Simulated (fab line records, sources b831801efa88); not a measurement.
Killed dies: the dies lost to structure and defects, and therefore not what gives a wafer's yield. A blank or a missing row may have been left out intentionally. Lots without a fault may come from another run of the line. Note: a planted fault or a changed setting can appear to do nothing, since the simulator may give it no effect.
Which of the tools did it?	flow sky130	Sampling: 14 lots, 42 wafers, 3 of 708 route steps

## WHAT EACH GAUGE READ, for each wafer
SKY_SONOS_ONO_THK_MEAS_01. Usual: for SONOS_ONO_OXIDATION_THK the level is 2.60 nm and the standard deviation is 0.076.
lot	measured	on	SONOS_ONO_OXIDATION_THK (nm)	flag
L699	day 11 20:19	film-metro-01	2.62 2.56 2.59	
L700	day 12 02:22	film-metro-04	2.65 2.57 2.53	
L702	day 12 19:03	film-metro-04	2.50 2.46 2.48	
L703	day 13 01:32	film-metro-01	2.58 2.54 2.62	
L704	day 13 09:46	film-metro-04	2.51 2.56 2.57	
L706	day 13 23:24	film-metro-01	2.53 2.47 2.56	
L707	day 14 17:09	film-metro-04	2.65 2.62 2.55	
L711	day 15 14:07	film-metro-04	2.57 2.67 2.60	
L716	day 17 14:06	film-metro-04	2.69 2.70 2.70	
L717	day 17 16:13	film-metro-04	2.70 2.76 2.72	
L718	day 18 05:08	film-metro-04	2.57 2.64 2.67	
L719	day 18 12:57	film-metro-03	2.64 2.65 2.65	
L720	day 18 18:03	film-metro-04	2.71 2.69 2.69	
L721	day 18 22:49	film-metro-03	2.48 2.64 2.54	

SKY_LI_CONTACT_CD_MEAS_12: target cd 170 nm. Usual: cd-nm reads 169.9 nm (standard deviation 1.4).
lot	measured	on	cd-nm (nm)	flag
L699	day 29 13:23	cd-sem-01	168.2 168.8 168.7	
L700	day 29 21:22	cd-sem-01	169.2 169.4 169.5	
L702	day 30 16:05	cd-sem-01	172.8 172.3 171.4	
L703	day 30 20:51	cd-sem-01	169.4 168.3 167.6	
L704	day 31 06:20	cd-sem-01	170.1 171.0 171.5	
L706	day 32 02:50	cd-sem-01	170.9 170.8 170.2	
L707	day 32 14:26	cd-sem-02	169.6 168.1 168.2	
L711	day 33 08:56	cd-sem-02	168.0 169.5 167.8	
L716	day 35 06:32	cd-sem-01	173.4 172.2 172.6	
L717	day 35 09:11	cd-sem-02	169.0 168.8 169.7	
L718	day 35 18:09	cd-sem-01	171.0 172.5 171.1	
L719	day 35 22:24	cd-sem-01	167.8 168.4 168.1	
L720	day 36 04:34	cd-sem-02	169.0 168.2 169.3	
L721	day 36 06:56	cd-sem-02	169.0 170.1 167.6	

## EACH LOT AND THE TOOL THAT RAN IT (in order: tool; ch and the chambers of the sampled wafers; start)
lot	SKY_LDD_LDN_IMPLANT_08
L699	implanter-01 ch 0, day 23 07:33
L700	implanter-01 ch 0, day 23 15:40
L702	implanter-04 ch 0, day 24 12:52
L703	implanter-04 ch 0, day 24 17:18
L704	implanter-01 ch 0, day 25 01:32
L706	implanter-01 ch 0, day 26 00:30
L707	implanter-01 ch 0, day 26 12:31
L711	implanter-03 ch 0, day 27 09:42
L716	implanter-03 ch 0, day 29 10:55
L717	implanter-04 ch 0, day 29 12:33
L718	implanter-01 ch 0, day 29 22:06
L719	implanter-04 ch 0, day 30 04:41
L720	implanter-04 ch 0, day 30 09:40
L721	implanter-03 ch 0, day 30 15:13
- SKY_LDD_LDN_IMPLANT_08

## WHAT THE TOOLS THEMSELVES READ (means of the sampled wafers that have a number; where no wafer has one, the mark that the record gives instead)
SKY_LDD_LDN_IMPLANT_08. Usual: beam-energy-keV reads 15.001 (standard deviation 0.0047).
lot	tool	beam-energy-keV	flag
L699	implanter-01	14.999	
L700	implanter-01	15.000	
L702	implanter-04	15.002	
L703	implanter-04	15.002	
L704	implanter-01	14.995	
L706	implanter-01	14.116	OFF
L707	implanter-01	14.111	OFF
L711	implanter-03	15.002	
L716	implanter-03	14.998	
L717	implanter-04	15.005	
L718	implanter-01	14.997	
L719	implanter-04	14.999	
L720	implanter-04	15.002	
L721	implanter-03	15.005	

## THE ANSWER, worked out from the rows above alone
Rule: take the mean of a lot's wafers that have a number; if it is more than 3 standard deviations from the usual mean, the lot is off. Also off: a lot with no number at a reading for which 4 or more lots have one. Any other lot the step has rows for is counted as sound. First the gauges in route order, then the tools' own readings, where a lot's mean is used as printed above. The first step at which some lot is off is used, and at that step the reading that is off furthest; a lot without a number counts as furthest.
Off at SKY_LDD_LDN_IMPLANT_08 (beam-energy-keV): L706, L707.
If a tool, at that step or one of the process steps before it, ran each lot that is off and ran no sound lot following the first of them, it fits. Not one of the candidates tried fits.

## WHAT THE SIMULATOR HAD INSERTED
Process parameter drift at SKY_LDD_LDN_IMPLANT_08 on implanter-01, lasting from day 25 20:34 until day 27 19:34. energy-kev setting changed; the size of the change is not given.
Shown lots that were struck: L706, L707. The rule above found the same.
